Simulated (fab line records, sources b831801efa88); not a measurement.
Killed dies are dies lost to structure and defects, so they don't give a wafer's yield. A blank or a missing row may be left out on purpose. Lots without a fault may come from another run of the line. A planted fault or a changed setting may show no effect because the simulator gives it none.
fab line records | flow sky130
record lots=5 wafers=15 last_day=50
route steps=708 shown METAL5@666 PASSIVATION@681 PAD_OPEN@694
lots that met no fault: from a run of the same line without faults
start_h: hours from the record's first day to the start of the lot's first wafer shown | wait_h: hours since the lot's step before | " the same as in the row above | L1.1+2: a row that stands for several wafers | - no value, or no start given | * or withheld: withheld | < > ~ a bound
route shown NAME@n: a module of which the file shows steps, and the number in the route of the first | usual: mean/standard deviation of fault-free wafers | same: alike in all rows | chamber/n: place in a boat | sites: the reading at each site | _std_site: their standard deviation | _edge_site: outer sites' mean less inner sites' | radius_mm: how far each site lies from the wafer's centre | mask NAME#n: copy n | behind: the tool/chamber that last shaped the wafer | hold: why the lot was held/for how many hours/how that ended | device: the transistor (n, p or np) that didn't switch | end of line: the same wafers' tests at the end of the route | a step without rows: its recipe alone | killed: dies lost to structure and defects at the first sort, not the wafer's yield | map: a wafer's dies, x killed, . not, _ none there
set.NAME: the setting as run; set.NAME@STEP: as run at that earlier step | model.NAME: the simulator's own value behind a step, which no gauge read
lots at some steps of the route; a table a step, a row a wafer
services: from which hour (start_h, from the record's first day; less than 0 if before it) a tool's chamber was out of use, for how many hours, and why
## steps
# step SKY_METAL5_RS_MEAS_05
# recipe thk_meas_gauge=four-point-probe reads=TiN_of_METAL5_SPUTTER_04+Ti_of_METAL5_SPUTTER_03+AlCu_of_METAL5_SPUTTER_02+TiN_of_METAL5_SPUTTER_01+Ti_of_METAL5_SPUTTER_00
# usual METAL5_ALCU_RS=0.02711/0.0003
# columns lot.wafer tool chamber start_h wait_h METAL5_ALCU_RS[ohm/sq]
L875.1 film_metro-01 - 1048.60 0.0 0.02719
L875.2 " - " " 0.02731
L875.3 " - " " 0.02747
L879.2 film_metro-01 - 1076.59 0.0 0.02668
L879.3 " - " " 0.02629
L879.4 " - " " 0.0266
L883.2 film_metro-03 - 1100.24 0.0 0.02721
L883.4 " - " " 0.02731
L883.5 " - " " 0.0274
L888.2 film_metro-02 - 1134.19 0.0 0.02693
L888.3 " - " " 0.02678
L888.4 " - " " 0.02698
L891.1 film_metro-01 - 1144.57 0.0 0.02735
L891.2 " - " " 0.02738
L891.3 " - " " 0.02767
# step SKY_METAL5_THK_MEAS_06
# recipe thk_meas_gauge=xrf reads=AlCu_of_METAL5_SPUTTER_02
# usual METAL5_ALCU_THK=1126/16
# columns lot.wafer tool chamber start_h wait_h METAL5_ALCU_THK[nm]
L875.1 film_metro-01 - 1048.72 0.1 1111
L875.2 " - " " 1099
L875.3 " - " " 1109
L879.2 film_metro-01 - 1076.70 0.1 1145
L879.3 " - " " 1160
L879.4 " - " " 1145
L883.2 film_metro-03 - 1100.35 0.1 1128
L883.4 " - " " 1120
L883.5 " - " " 1114
L888.2 film_metro-02 - 1134.30 0.1 1154
L888.3 " - " " 1156
L888.4 " - " " 1141
L891.1 film_metro-01 - 1144.69 0.1 1100
L891.2 " - " " 1111
L891.3 " - " " 1089
# step SKY_METAL5_DEHYDRATE_07
# recipe temp_c=200 time_s=60
# step SKY_METAL5_HMDS_08
# recipe prime_time_s=60 prime_temp_c=120
# step SKY_METAL5_COAT_09
# recipe resist=NOVOLAK spin_rpm=3000 resist_thk_nm=1800
# step SKY_METAL5_SOFTBAKE_10
# recipe temp_c=90 time_s=58.65 resist=NOVOLAK
# step SKY_METAL5_EXPOSE_11
# recipe mask_id=MM5 na=0.6 source_shape=conventional sigma_outer=0.6 polarization=unpolarized target_cd_nm=1600 dose_mj=190
# step SKY_METAL5_PEB_12
# recipe temp_c=withheld time_s=* resist=NOVOLAK
# step SKY_METAL5_DEVELOP_13
# recipe resist=NOVOLAK developer=TMAH develop_time_s=60 dev_temp_c=23
# step SKY_METAL5_DESCUM_14
# recipe chemistry=O2 source_power_w=150 bias_power_w=0 pressure_mtorr=10 temp_c=40 time_s=11
# usual drypump_motor_current_A=5.4/0.36 oes_product_au=1.008/0.016
# same time_s=11
# columns lot.wafer tool chamber start_h wait_h drypump_motor_current_A oes_product_au rf_hours_counter_h
L875.1 rie_metal-04 0 1070.29 0.1 5.6 1.015 17
L875.2 " 1 " " 5.6 1.007 13
L875.3 " 0 " " 5.6 1.018 -
L879.2 rie_metal-01 1 1096.39 0.1 5.7 1.007 18
L879.3 " 0 " " 5.1 0.996 -
L879.4 " 1 " " 5.6 1.013 -
L883.2 rie_metal-01 0 1120.79 0.1 5.1 0.995 0
L883.4 " 0 " " 5.1 1.001 -
L883.5 " 0 " " 5.1 0.998 -
L888.2 rie_metal-03 0 1152.30 0.1 5.7 1.026 -
L888.3 " 0 " " 5.7 1.034 -
L888.4 " 0 " " 5.7 1.038 -
L891.1 rie_metal-03 0 1160.39 0.1 5.7 1.018 27
L891.2 " 0 " " 5.7 1.025 -
L891.3 " 0 " " 5.7 1.021 -
# step SKY_METAL5_METAL_ETCH_15
# recipe target_depth_a=12600 stop_on=SiO2 over_etch_frac=0.2 time_s=252 chemistry=Cl2/BCl3 resist_sidewall_deg=86 pressure_mtorr=10 icp_w=900 bias_w=48.5 Cl2_flow_sccm=60 bcl3_flow_sccm=30
# step SKY_METAL5_STRIP_16
# recipe chemistry=O2/N2 power_w=1400 pressure_mtorr=1500 platen_temp_c=withheld o2_flow_sccm=3000 n2_flow_sccm=300 overash_fraction=0.5
# usual drypump_motor_current_A=5.8/0.38 n2_flow_sccm=299.9/0.89 oes_product_au=0.710/0.0044 strip_time_to_endpoint_s=12.98/0.18
# columns lot.wafer tool chamber start_h wait_h drypump_motor_current_A n2_flow_sccm oes_product_au rf_hours_counter_h strip_time_to_endpoint_s
L875.1 plasma_asher-04 0 1070.56 0.2 6.2 299.7 0.713 27 12.92
L875.2 " 1 " " 6.3 299.4 0.711 27 13.08
L875.3 " 1 " " 6.3 299.1 0.709 - 12.88
L879.2 plasma_asher-04 0 1096.66 0.2 6.3 299.7 0.712 30 12.83
L879.3 " 1 " " 6.3 300.5 0.718 - 12.92
L879.4 " 0 " " 6.2 299.5 0.712 - 12.89
L883.2 plasma_asher-01 0 1121.15 0.2 5.3 299.7 0.706 6 13.19
L883.4 " 0 " " 5.3 300.5 0.707 - 13.17
L883.5 " 0 " " 5.3 299.9 0.724 - 13.11
L888.2 plasma_asher-04 0 1152.83 0.3 6.2 300.0 0.706 37 12.80
L888.3 " 1 " " 6.3 300.8 0.716 - 12.92
L888.4 " 0 " " 6.2 298.9 0.705 - 12.88
L891.1 plasma_asher-02 0 1160.93 0.4 5.6 300.1 0.707 88 12.77
L891.2 " 1 " " 5.6 299.4 0.710 88 12.73
L891.3 " 1 " " 5.6 299.2 0.710 - 12.77
# step SKY_METAL5_STRIP_17
# recipe chemistry=post_etch_residue_remover time_s=1200 temp_c=72.5
# same time_s=1200
# columns lot.wafer tool chamber start_h wait_h
L875.1+2+3 wet_bench-02 0 1070.66 0.1
L879.2+3+4 wet_bench-03 2 1096.76 0.1
L883.2+4+5 wet_bench-01 0 1121.25 0.1
L888.2+3+4 wet_bench-03 3 1152.93 0.1
L891.1+2+3 wet_bench-03 0 1161.04 0.1
# step SKY_METAL5_CLEAN_18
# recipe chemistry=IPA time_s=180 temp_c=25
# step SKY_METAL5_CLEAN_19
# recipe chemistry=O3/DIW dry=n2_spin
# step SKY_PASSIVATION_CVD_00
# recipe material=SiO2 target_thk_nm=90 temp_c=400 time_s=withheld rf_w=600
# step SKY_PASSIVATION_THK_MEAS_01
# recipe reads=SiO2_of_PASSIVATION_CVD_00
# usual PASSIVATION_CVD_00_THK=89.6/1.2
# columns lot.wafer tool chamber start_h wait_h PASSIVATION_CVD_00_THK[nm]
L875.1 film_metro-03 - 1071.18 - 88.7
L875.2 " - " " 89.6
L875.3 " - " " 89.5
L879.2 film_metro-02 - 1097.32 - 88.2
L879.3 " - " " 87.4
L879.4 " - " " 89.0
L883.2 film_metro-03 - 1121.78 - 87.6
L883.4 " - " " 89.7
L883.5 " - " " 89.9
L888.2 film_metro-04 - 1153.45 - 90.3
L888.3 " - " " 89.0
L888.4 " - " " 92.4
L891.1 film_metro-03 - 1161.60 - 87.2
L891.2 " - " " 87.9
L891.3 " - " " 87.9
# step SKY_PASSIVATION_CVD_02
# recipe material=Si3N4 target_thk_nm=540 temp_c=400 time_s=withheld rf_w=450
# step SKY_PASSIVATION_THK_MEAS_03
# recipe reads=Si3N4_of_PASSIVATION_CVD_02
# usual PASSIVATION_CVD_02_THK=542/9
# columns lot.wafer tool chamber start_h wait_h PASSIVATION_CVD_02_THK[nm]
L875.1 film_metro-03 - 1071.47 - 539
L875.2 " - " " 531
L875.3 " - " " 543
L879.2 film_metro-03 - 1097.60 - 537
L879.3 " - " " 555
L879.4 " - " " 545
L883.2 film_metro-03 - 1122.06 - 557
L883.4 " - " " 559
L883.5 " - " " 557
L888.2 film_metro-02 - 1153.73 - 533
L888.3 " - " " 538
L888.4 " - " " 537
L891.1 film_metro-04 - 1161.89 - 540
L891.2 " - " " 547
L891.3 " - " " 546
# step SKY_PASSIVATION_DEHYDRATE_04
# recipe temp_c=200 time_s=60
# step SKY_PASSIVATION_HMDS_05
# recipe prime_time_s=60 prime_temp_c=120
# step SKY_PASSIVATION_COAT_06
# recipe spin_rpm=2000 resist_thk_nm=3000
# step SKY_PASSIVATION_SOFTBAKE_07
# recipe temp_c=110 time_s=withheld
# step SKY_PASSIVATION_EXPOSE_08
# recipe mask_id=NSM target_cd_nm=3000 na=0.57 dose_mj=260
# step SKY_PASSIVATION_PEB_09
# recipe temp_c=115 time_s=withheld
# step SKY_PASSIVATION_DEVELOP_10
# recipe develop_time_s=60 dev_temp_c=23
# step SKY_PASSIVATION_ETCH_11
# recipe chemistry=CF4/O2 target_depth_nm=725 stop_on=AlCu source_w=800 bias_w=150 pressure_mtorr=150 cf4_flow_sccm=80 O2_flow_sccm=10 time_s=161.1
# usual cf4_flow_sccm=80.02/0.25 drypump_motor_current_A=5.6/0.48 oes_product_au=0.979/0.0084 throttle_valve_pct=5.965/0.0088
# same time_s=161.1
# columns lot.wafer tool chamber start_h wait_h cf4_flow_sccm drypump_motor_current_A oes_product_au rf_hours_counter_h throttle_valve_pct
L875.1 rie_diel-04 3 1092.19 - 80.13 6.0 0.972 11 5.957
L875.2 " 2 " " 79.78 6.4 0.972 11 5.954
L875.3 " 1 " " 80.07 6.0 0.980 17 5.972
L879.2 rie_diel-03 2 1118.04 - 80.20 6.0 0.970 16 5.962
L879.3 " 3 " " 80.07 5.0 0.984 9 5.955
L879.4 " 1 " " 80.18 5.0 0.978 18 5.972
L883.2 rie_diel-04 3 1140.94 - 79.76 6.0 0.969 13 5.967
L883.4 " 1 " " 80.12 6.0 0.977 19 5.961
L883.5 " 2 " " 80.32 6.4 0.983 - 5.955
L888.2 rie_diel-04 3 1168.04 - 79.62 6.0 0.961 15 5.966
L888.3 " 0 " " 79.86 5.7 0.977 24 5.962
L888.4 " 2 " " 80.04 6.4 0.982 14 5.962
L891.1 rie_diel-02 0 1178.40 - 79.85 5.2 0.977 18 5.960
L891.2 " 1 " " 80.26 5.9 0.982 11 5.979
L891.3 " 3 " " 80.11 5.3 0.980 22 5.969
# step SKY_PASSIVATION_STRIP_12
# recipe chemistry=O2/N2 power_w=1400 pressure_mtorr=1500 platen_temp_c=withheld overash_fraction=0.7 o2_flow_sccm=3000 n2_flow_sccm=300
# step SKY_PAD_OPEN_DEHYDRATE_00
# recipe temp_c=200 time_s=60
# step SKY_PAD_OPEN_HMDS_01
# recipe prime_time_s=60 prime_temp_c=120
# step SKY_PAD_OPEN_COAT_02
# recipe spin_rpm=2000 resist_thk_nm=3000
# step SKY_PAD_OPEN_SOFTBAKE_03
# recipe temp_c=110 time_s=withheld
# step SKY_PAD_OPEN_EXPOSE_04
# recipe mask_id=PDM target_cd_nm=60000 na=0.57 dose_mj=260
# step SKY_PAD_OPEN_PEB_05
# recipe temp_c=115 time_s=withheld
# step SKY_PAD_OPEN_DEVELOP_06
# recipe develop_time_s=60 dev_temp_c=23
# step SKY_PAD_OPEN_ETCH_07
# recipe chemistry=CF4/O2 target_depth_nm=725 stop_on=AlCu source_w=800 bias_w=152.6 pressure_mtorr=150 cf4_flow_sccm=80 O2_flow_sccm=10 time_s=161.1
# usual cf4_flow_sccm=80.02/0.22 drypump_motor_current_A=5.5/0.51 oes_product_au=0.981/0.0084 throttle_valve_pct=5.966/0.0096
# same time_s=161.1
# columns lot.wafer tool chamber start_h wait_h cf4_flow_sccm drypump_motor_current_A oes_product_au rf_hours_counter_h throttle_valve_pct
L875.1 rie_diel-04 0 1111.94 - 79.93 5.7 0.967 21 5.950
L875.2 " 2 " " 80.05 6.4 0.977 12 5.954
L875.3 " 3 " " 80.20 6.0 0.982 12 5.969
L879.2 rie_diel-03 0 1137.70 - 80.38 5.1 0.974 18 5.952
L879.3 " 2 " " 80.13 6.0 0.991 17 5.971
L879.4 " 3 " " 79.99 5.0 0.984 10 5.967
L883.2 rie_diel-04 3 1157.94 - 79.99 6.0 0.987 14 5.995
L883.4 " 1 " " 79.81 6.0 0.992 20 5.986
L883.5 " 0 " " 79.80 5.7 0.989 - 5.965
L888.2 rie_diel-04 0 1184.85 - 80.32 5.7 0.967 24 5.972
L888.3 " 3 " " 79.66 6.0 0.977 15 5.942
L888.4 " 2 " " 80.07 6.4 0.984 15 5.967
L891.1 rie_diel-01 0 1193.51 - 80.16 5.7 0.984 10 5.960
L891.2 " 3 " " 80.38 5.2 0.974 27 5.954
L891.3 " 1 " " 79.89 6.2 0.982 16 5.966
# step SKY_PAD_OPEN_STRIP_08
# recipe chemistry=O2/N2 power_w=1400 pressure_mtorr=1500 platen_temp_c=withheld overash_fraction=0.7 o2_flow_sccm=3000 n2_flow_sccm=300
# usual drypump_motor_current_A=5.8/0.51 n2_flow_sccm=300.0/0.89 oes_product_au=0.663/0.0043 strip_time_to_endpoint_s=37.11/0.1
# columns lot.wafer tool chamber start_h wait_h drypump_motor_current_A n2_flow_sccm oes_product_au rf_hours_counter_h strip_time_to_endpoint_s
L875.1 plasma_asher-01 0 1112.04 0.1 5.3 301.0 0.662 5 37.10
L875.2 " 1 " " 5.4 300.3 0.667 5 37.14
L875.3 " 0 " " 5.3 298.7 0.665 - 37.16
L879.2 plasma_asher-01 1 1137.81 0.1 5.4 300.5 0.669 8 37.11
L879.3 " 1 " " 5.4 300.5 0.658 - 37.15
L879.4 " 0 " " 5.3 300.1 0.666 - 37.15
L883.2 plasma_asher-01 1 1158.04 0.1 5.4 300.2 0.656 10 37.17
L883.4 " 0 " " 5.3 300.1 0.664 - 37.08
L883.5 " 1 " " 5.4 300.3 0.671 - 37.14
L888.2 plasma_asher-03 0 1184.96 0.1 5.7 300.2 0.667 78 36.92
L888.3 " 0 " " 5.7 300.1 0.658 - 36.84
L888.4 " 1 " " 6.7 300.2 0.678 - 36.88
L891.1 plasma_asher-02 0 1193.61 0.1 5.6 300.0 0.659 91 37.06
L891.2 " 1 " " 5.6 299.8 0.662 91 37.14
L891.3 " 1 " " 5.7 299.7 0.664 - 37.22
# step SKY_PAD_OPEN_STRIP_09
# recipe chemistry=post_etch_residue_remover time_s=1200 temp_c=72.5
# step SKY_PAD_OPEN_CLEAN_10
# recipe chemistry=IPA time_s=180 temp_c=25
# step SKY_PAD_OPEN_CLEAN_11
# recipe chemistry=O3/DIW dry=n2_spin
# step SKY_PAD_OPEN_ANNEAL_12
# recipe temp_c=400 time_s=withheld ambient=N2/H2 idle_temp_c=300 ramp_up_c_per_min=8 ramp_down_c_per_min=4
# step SKY_PAD_OPEN_BOW_MEAS_13
# recipe mode=bow
# usual PAD_OPEN_BOW=44/8.8
# columns lot.wafer tool chamber start_h wait_h PAD_OPEN_BOW[um]
L875.1 film_metro-03 - 1114.26 - 42
L875.2 " - " " 43
L875.3 " - " " 50
L879.2 film_metro-01 - 1140.06 - 33
L879.3 " - " " 25
L879.4 " - " " 34
L883.2 film_metro-04 - 1160.16 - 43
L883.4 " - " " 48
L883.5 " - " " 45
L888.2 film_metro-01 - 1187.07 - 64
L888.3 " - " " 51
L888.4 " - " " 45
L891.1 film_metro-04 - 1195.70 - 44
L891.2 " - " " 51
L891.3 " - " " 52
# step SKY_PAD_OPEN_PROBE_99
# usual defect_limited_yield=82.6/1.9 killed_at_M0_to_M3=42/7 killed_at_M4_up=3.2/1.6 killed_at_contacts=24/5.8 killed_at_front_end=16/4.3 killed_at_other=0.3/0.62 killed_dies=86/9.5 killed_open=46/6.4 killed_short=39/6.3 sort_bin_3_pad_short=0.9/0.43 sort_bin_5_function=10.5/1.4 sort_bin_6_memory=6.1/1.2 sort_n_pass=406/9.5 sort_yield_pct=82.6/1.9
# same gross_dies=492 killed_at_back_side=0 sort_bin_4_leakage[%]=0 sort_bin_8_speed[%]=0
# columns lot.wafer tool chamber start_h wait_h defect_limited_yield[%] killed_at_M0_to_M3 killed_at_M4_up killed_at_contacts killed_at_front_end killed_at_other killed_dies killed_open killed_short sort_bin_3_pad_short[%] sort_bin_5_function[%] sort_bin_6_memory[%] sort_n_pass sort_yield_pct[%] model.etest.tester.sort_n_pass model.etest.tester.sort_yield_pct model.etest.tester.sort_bin_5_pct model.etest.tester.sort_bin_3_pct
L875.1 prober-01 - 1114.38 0.1 79.3 56 2 30 14 0 102 53 48 0.6 12.8 7.3 390 79.3 390 79.27 12.8 0.6098
L875.2 prober-01 - 1114.43 0.1 85.8 32 2 25 10 1 70 34 36 1.6 7.1 5.5 422 85.8 422 85.77 7.114 1.626
L875.3 prober-01 - 1114.48 0.2 81.9 44 4 19 22 0 89 48 40 1.0 11.4 5.7 403 81.9 403 81.91 11.38 1.016
L879.2 prober-02 - 1140.21 0.1 84.1 46 5 20 6 1 78 36 42 0.8 10.0 5.1 414 84.1 414 84.15 9.959 0.813
L879.3 prober-02 - 1140.26 0.2 84.8 39 2 13 20 1 75 37 38 0.6 10.0 4.7 417 84.8 417 84.76 9.959 0.6098
L879.4 prober-02 - 1140.31 0.2 84.8 34 1 25 15 0 75 42 33 1.2 8.9 5.1 417 84.8 417 84.76 8.943 1.22
L883.2 prober-02 - 1160.31 0.1 73.4 30 48 39 13 1 131 44 41 2.8 17.9 5.9 361 73.4 361 73.37 17.89 2.846
L883.4 prober-02 - 1160.41 0.2 73.4 45 48 24 14 0 131 48 36 2.6 16.5 7.5 361 73.4 361 73.37 16.46 2.642
L883.5 prober-02 - 1160.46 0.2 73.2 41 45 33 13 0 132 50 34 3.5 16.5 6.9 360 73.2 360 73.17 16.46 3.455
L888.2 prober-01 - 1187.22 0.1 84.6 41 2 21 12 0 76 49 27 0 10.6 4.9 416 84.6 416 84.55 10.57 0
L888.3 prober-01 - 1187.27 0.2 80.5 40 4 29 23 0 96 47 49 0.4 11.8 7.3 396 80.5 396 80.49 11.79 0.4065
L888.4 prober-01 - 1187.32 0.2 80.3 43 4 31 17 2 97 47 50 1.6 11.4 6.7 395 80.3 395 80.28 11.38 1.626
L891.1 prober-02 - 1195.82 0.1 82.1 31 5 35 15 2 88 45 42 1.0 11.2 5.7 404 82.1 404 82.11 11.18 1.016
L891.2 prober-02 - 1195.87 0.1 86.4 39 4 10 14 0 67 37 29 0.2 8.7 4.7 425 86.4 425 86.38 8.74 0.2033
L891.3 prober-02 - 1195.92 0.2 84.1 30 3 26 19 0 78 47 30 0.4 10.6 4.9 414 84.1 414 84.15 10.57 0.4065
# killed by level:class
L875.1 CONTACT:geometric_particle:open=9 METAL2:geometric_particle:short=9 VIA1:geometric_particle:short=8 VIA1:geometric_particle:open=8 LI_CONTACT:geometric_particle:open=7 VIA2:geometric_particle:open=7 LI_CONTACT:geometric_particle:short=6 VIA2:geometric_particle:short=6
L875.2 CONTACT:geometric_particle:open=9 VIA1:geometric_particle:short=8 LI_CONTACT:geometric_particle:open=7 CONTACT:geometric_particle:short=5 METAL1:geometric_particle:short=5 VIA3:geometric_particle:open=4 VIA2:geometric_particle:open=4 FIELD_ISO:geometric_particle:short=3
L875.3 VIA1:geometric_particle:open=12 VIA2:geometric_particle:open=7 CONTACT:geometric_particle:short=6 CONTACT:geometric_particle:open=6 VIA3:geometric_particle:short=6 POLY_GATE:geometric_particle:open=5 VIA3:geometric_particle:open=5 POLY_GATE:geometric_particle:short=4
L879.2 METAL1:geometric_particle:short=11 LOCAL_INTERCONNECT:geometric_particle:short=7 VIA1:geometric_particle:open=7 VIA2:geometric_particle:open=6 METAL3:geometric_particle:short=5 CONTACT:geometric_particle:open=5 METAL2:geometric_particle:short=5 METAL2:geometric_particle:open=4
L879.3 METAL1:geometric_particle:short=8 VIA1:geometric_particle:short=8 FIELD_ISO:geometric_particle:open=7 VIA1:geometric_particle:open=6 VIA2:geometric_particle:open=6 POLY_GATE:geometric_particle:short=4 POLY_GATE:geometric_particle:open=4 LOCAL_INTERCONNECT:geometric_particle:short=4
L879.4 CONTACT:geometric_particle:open=8 VIA1:geometric_particle:open=7 METAL2:geometric_particle:short=6 POLY_GATE:geometric_particle:open=5 LI_CONTACT:geometric_particle:open=5 LOCAL_INTERCONNECT:geometric_particle:short=5 POLY_GATE:geometric_particle:short=4 VIA2:geometric_particle:open=4
L883.2 METAL5:unspecified=43 CONTACT:geometric_particle:open=17 VIA1:geometric_particle:short=8 CONTACT:geometric_particle:short=7 VIA1:geometric_particle:open=6 LOCAL_INTERCONNECT:geometric_particle:short=5 VIA3:geometric_particle:open=5 METAL4:geometric_particle:short=4
L883.4 METAL5:unspecified=45 VIA1:geometric_particle:open=14 CONTACT:geometric_particle:open=9 METAL1:geometric_particle:short=7 POLY_GATE:geometric_particle:open=5 VIA3:geometric_particle:open=5 LI_CONTACT:geometric_particle:short=4 VIA2:geometric_particle:open=4
L883.5 METAL5:unspecified=45 VIA1:geometric_particle:open=10 CONTACT:geometric_particle:open=9 CONTACT:geometric_particle:short=9 VIA3:geometric_particle:open=8 LI_CONTACT:geometric_particle:open=7 VIA2:geometric_particle:open=7 METAL2:geometric_particle:short=6
L888.2 VIA1:geometric_particle:open=12 CONTACT:geometric_particle:open=10 VIA3:geometric_particle:open=6 LI_CONTACT:geometric_particle:open=5 VIA2:geometric_particle:open=5 FIELD_ISO:geometric_particle:short=4 METAL1:geometric_particle:short=4 METAL2:geometric_particle:short=4
L888.3 VIA1:geometric_particle:open=12 CONTACT:geometric_particle:open=9 FIELD_ISO:geometric_particle:open=7 CONTACT:geometric_particle:short=7 POLY_GATE:geometric_particle:short=6 LI_CONTACT:geometric_particle:short=6 VIA1:geometric_particle:short=6 VIA3:geometric_particle:open=5
L888.4 CONTACT:geometric_particle:open=9 VIA1:geometric_particle:open=9 CONTACT:geometric_particle:short=8 VIA3:geometric_particle:open=7 LI_CONTACT:geometric_particle:open=5 FIELD_ISO:geometric_particle:short=5 LI_CONTACT:geometric_particle:short=5 METAL1:geometric_particle:short=5
L891.1 CONTACT:geometric_particle:open=11 LI_CONTACT:geometric_particle:open=9 LOCAL_INTERCONNECT:geometric_particle:short=8 VIA2:geometric_particle:open=7 METAL1:geometric_particle:short=5 VIA3:geometric_particle:open=5 LI_CONTACT:geometric_particle:short=4 METAL2:geometric_particle:short=4
L891.2 VIA2:geometric_particle:open=9 POLY_GATE:geometric_particle:open=7 METAL1:geometric_particle:short=7 VIA1:geometric_particle:open=6 CONTACT:geometric_particle:open=5 VIA3:geometric_particle:open=5 METAL4:geometric_particle:short=4 FIELD_ISO:geometric_particle:short=3
L891.3 VIA2:geometric_particle:open=10 LI_CONTACT:geometric_particle:open=8 FIELD_ISO:geometric_particle:open=6 CONTACT:geometric_particle:short=6 LOCAL_INTERCONNECT:geometric_particle:short=5 CONTACT:geometric_particle:open=5 VIA1:geometric_particle:open=5 VIA3:geometric_particle:open=5
# map L883.5 (x killed, . not)
__________x...x...x._________
________x..x.x......x._______
______x......x.x.x......_____
_____.........x........x.____
____.....x......x....xx...___
___....x.x.x...x.x..x..x.x.__
__........x.x....x.......x.._
_...xx.......................
_..x.....xx...xx.........x..x
_......x.x.....x......x..x...
_..x.x..x.x......x.x...x....x
_........x....x.......x.xx.x.
_............x.x.x....x.xxx..
_.x....x.....x......xxx.xx...
_x..........x...xx..xxxxxx..x
__.......x..x....x.xxxxxxxxx_
___....xx..xx..x..xxxxxxxxx__
____...........x...xxxxxxx___
_____........x......xxxxx____
______.......x.xxxxx.xx._____
________.............._______
__________.......x.._________
# map L875.1 (x killed, . not)
__________xx........_________
________...x........x._______
______..........x......._____
_____.....x.x..xx.....x..____
____................x.xx..___
___x..x....x......xx.x.x...__
__........x..x.......xx..x.._
_..x..x..x.xx......x.x......x
_..xx.x.x.........x...x......
_......xx...x.xxxx.......x.x.
_.x........x.x.....x....x.x..
_......x....x...x...x..xx....
_x......x.............xx...x.
_.x...x...x.....x...x....x...
_............x......x........
__......xx....x.....xxx.x..._
___....xx...x.......xx.....__
____xx...x..x.x......xx...___
_____..............x....x____
______...x.xx.........x._____
________.....x......x._______
__________.x.....x.._________
## services
# columns tool chamber start_h hours kind
plasma_asher-04 - 1046.86 0.4 repair
rie_metal-01 - 1053.14 28.1 pm
plasma_asher-01 - 1055.25 9.0 pm
plasma_asher-01 0 1055.25 9.0 vent_cycle
plasma_asher-04 - 1060.92 2.8 repair
rie_metal-04 - 1070.99 28.1 pm
plasma_asher-03 - 1073.86 1.0 repair
plasma_asher-02 - 1091.69 37.2 repair
rie_diel-01 0 1094.16 4.7 repair
rie_diel-01 3 1105.54 7.4 repair
rie_metal-01 - 1106.37 0.3 repair
rie_diel-02 2 1111.97 3.7 repair
rie_metal-04 0 1115.39 3.4 repair
wet_bench-01 - 1117.42 0.5 repair
rie_diel-04 3 1133.58 6.8 repair
wet_bench-03 - 1133.78 1.9 repair
rie_diel-02 3 1137.19 6.3 repair
wet_bench-02 - 1140.53 4.4 pm
rie_diel-02 2 1141.61 13.1 repair
rie_diel-03 1 1173.31 5.9 repair
plasma_asher-01 - 1175.11 14.6 pm
wet_bench-02 - 1178.44 1.9 pm
rie_diel-02 - 1190.25 1.3 repair
plasma_asher-02 - 1190.25 1.9 repair
## key
first_sign step=SKY_PAD_OPEN_PROBE_99 reading=killed_at_M4_up direction=up sigmas=27 usual=3.2 struck=47
effect step=SKY_PAD_OPEN_PROBE_99 reading=sort_bin_3_pad_short direction=up sigmas=5 usual=0.9 struck=3.0
model_effect step=SKY_PAD_OPEN_PROBE_99 value=etest.tester.sort_n_pass without=398 struck=360.7
met_at SKY_METAL5_STRIP_17
struck_wafers L883.2,L883.4,L883.5
also_fits SKY_METAL5_DESCUM_14:rie_metal-01,SKY_METAL5_STRIP_16:plasma_asher-01,SKY_PAD_OPEN_STRIP_08:plasma_asher-01
fault kind=chamber_particle_source tool=wet_bench-01 chamber=0 onset_h=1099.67 steps=SKY_METAL5_STRIP_17 rate_per_visit_cm2=0.8839 end_h=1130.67
